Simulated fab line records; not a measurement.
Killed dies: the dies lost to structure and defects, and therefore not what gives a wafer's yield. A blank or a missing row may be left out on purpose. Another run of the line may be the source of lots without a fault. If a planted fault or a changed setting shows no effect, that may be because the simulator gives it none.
Which of the tools did it? -- flow gf180mcu -- 11 lots, 33 wafers sampled, at 3 steps of a route of 602

WHAT EACH GAUGE READ, for each wafer
GF_TOP_METAL_CD_MEAS_14 targets a cd of 440 nm.
lot,measured,on,cd_nm (nm)
L431,day 27 19:13,cd_sem-01,441.4 443.3 441.4
L433,day 29 06:50,cd_sem-01,438.8 440.4 438.9
L434,day 29 09:37,cd_sem-01,441.5 438.9 440.3
L435,day 29 20:35,cd_sem-01,444.7 443.7 442.0
L436,day 30 05:14,cd_sem-01,436.2 434.1 435.3
L437,day 30 13:14,cd_sem-02,441.8 438.7 441.1
L439,day 30 21:43,cd_sem-01,440.2 440.7 440.9
L440,day 30 22:37,cd_sem-02,442.7 440.2 441.5
L442,day 31 18:11,cd_sem-01,442.4 440.5 442.4
L447,day 33 13:20,cd_sem-01,287.4 437.8 286.7
L451,day 34 00:46,cd_sem-01,290.0 441.7 441.4

WHICH TOOL RAN EACH LOT (tool, then ch and the chambers of the sampled wafers, then the start)
lot,GF_V5_ETCH_16,GF_TOP_METAL_EXPOSE_11
L431,"rie_diel-01 ch 2,3, day 26 21:17","iline_stepper-01 ch 0, day 27 09:01"
L433,"rie_diel-01 ch 0,1,3, day 28 10:56","iline_stepper-02 ch 0, day 28 21:55"
L434,"rie_diel-03 ch 1,2,3, day 28 13:17","iline_stepper-02 ch 0, day 29 00:01"
L435,"rie_diel-03 ch 1,2, day 28 23:56","iline_stepper-01 ch 0, day 29 11:33"
L436,"rie_diel-02 ch 0,2,3, day 29 08:44","iline_stepper-01 ch 0, day 29 19:59"
L437,"rie_diel-01 ch 0,1,3, day 29 16:50","iline_stepper-01 ch 0, day 30 03:53"
L439,"rie_diel-03 ch 1,3, day 30 01:50","iline_stepper-01 ch 0, day 30 12:55"
L440,"rie_diel-02 ch 0,1, day 30 02:35","iline_stepper-02 ch 0, day 30 13:57"
L442,"rie_diel-01 ch 1,3, day 31 01:59","iline_stepper-02 ch 0, day 31 12:19"
L447,"rie_diel-03 ch 1,2, day 32 12:25","iline_stepper-02 ch 0, day 33 07:00"
L451,"rie_diel-03 ch 0,2,3, day 33 04:40","iline_stepper-02 ch 0, day 33 16:30"
- GF_V5_ETCH_16: etches BARC in N2/H2.
- GF_TOP_METAL_EXPOSE_11: exposes mask MetalTop, target cd 440 nm.

THE ANSWER, worked out from the rows above alone
Rule: what is usual is taken from the lots themselves. Put in order of their means at a reading, lots are off if they are a third of the lots or fewer, leave a main group of 4 or more, and stand apart from it by a gap of 3 or more times the standard deviation of the main group's means; of several such gaps the widest counts. If all means in a main group match to the digits the tables above print for the reading, that group is not used. A lot without any number at a reading at which 4 lots or more have one is off too. The other lots that the step has rows for count as sound.
Off, at GF_TOP_METAL_CD_MEAS_14 on cd_nm: L447, L451. The main group: mean 440.5 nm, standard deviation 2.2.
A tool fits if, at a process step before that reading, it ran every lot that is off, and no sound lot after the first of them. The gauges at GF_TOP_METAL_CD_MEAS_14 are tried like those tools. Can't be told from this: 3 tools fit, rie_diel-03 at GF_V5_ETCH_16, iline_stepper-02 at GF_TOP_METAL_EXPOSE_11, cd_sem-01 at GF_TOP_METAL_CD_MEAS_14.

WHAT HAD BEEN PUT IN BY THE SIMULATOR
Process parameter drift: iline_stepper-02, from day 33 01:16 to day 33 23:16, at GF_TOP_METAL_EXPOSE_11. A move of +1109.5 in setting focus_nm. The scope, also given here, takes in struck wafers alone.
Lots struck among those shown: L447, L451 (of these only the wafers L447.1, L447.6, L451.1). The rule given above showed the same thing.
